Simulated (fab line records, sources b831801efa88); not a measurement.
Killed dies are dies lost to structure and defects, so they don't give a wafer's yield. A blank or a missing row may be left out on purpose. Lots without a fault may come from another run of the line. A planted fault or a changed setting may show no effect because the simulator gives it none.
Which tool did it? | flow sky130 | 6 lots, 18 wafers sampled, at 2 steps of a route of 708

WHAT THE GAUGES READ, wafer by wafer
SKY_CONTACT_THK_MEAS_03.
lot  | measured     | on            | CONTACT_HDPCVD_THK (nm)
L105 | day 32 16:58 | film_metro-04 | 436 560 552
L114 | day 35 17:39 | film_metro-03 | 576 569 569
L116 | day 36 00:06 | film_metro-04 | 564 563 555
L118 | day 36 09:04 | film_metro-04 | 562 564 573
L120 | day 37 01:07 | film_metro-02 | 565 559 575
L122 | day 37 21:05 | film_metro-04 | 564 561 556

WHICH TOOL RAN EACH LOT (tool, then ch and the chambers of the sampled wafers, then the start)
lot  | SKY_CONTACT_HDPCVD_02
L105 | hdpcvd-01 ch 0,1,2, day 32 16:53
L114 | hdpcvd-02 ch 1,2, day 35 17:35
L116 | hdpcvd-01 ch 0,2, day 36 00:02
L118 | hdpcvd-02 ch 1,2, day 36 08:59
L120 | hdpcvd-02 ch 0,2, day 37 01:02
L122 | hdpcvd-01 ch 1,2, day 37 21:01
- SKY_CONTACT_HDPCVD_02: deposits SiO2, target thk 565 nm, time 94.2 s.

THE ANSWER, worked out from the rows above alone
Rule: what is usual is taken from the lots themselves. Put in order of their means at a reading, lots are off if they are a third of the lots or fewer, leave a main group of 4 or more, and stand apart from it by a gap of 3 or more times the standard deviation of the main group's means; of several such gaps the widest counts. A main group whose means are all the same, to the digits that the tables above print for the reading, isn't used. A lot without any number at a reading at which 4 lots or more have one is off too. The other lots that the step has rows for count as sound.
Off: L105, at SKY_CONTACT_THK_MEAS_03 (CONTACT_HDPCVD_THK). The main group: mean 565 nm, standard deviation 4.1.
A tool fits if, at a process step before that reading, it ran every lot that is off, and no sound lot after the first of them. The gauges at SKY_CONTACT_THK_MEAS_03 are tried like those tools. None of those tried fits.

WHAT THE SIMULATOR HAD PUT IN
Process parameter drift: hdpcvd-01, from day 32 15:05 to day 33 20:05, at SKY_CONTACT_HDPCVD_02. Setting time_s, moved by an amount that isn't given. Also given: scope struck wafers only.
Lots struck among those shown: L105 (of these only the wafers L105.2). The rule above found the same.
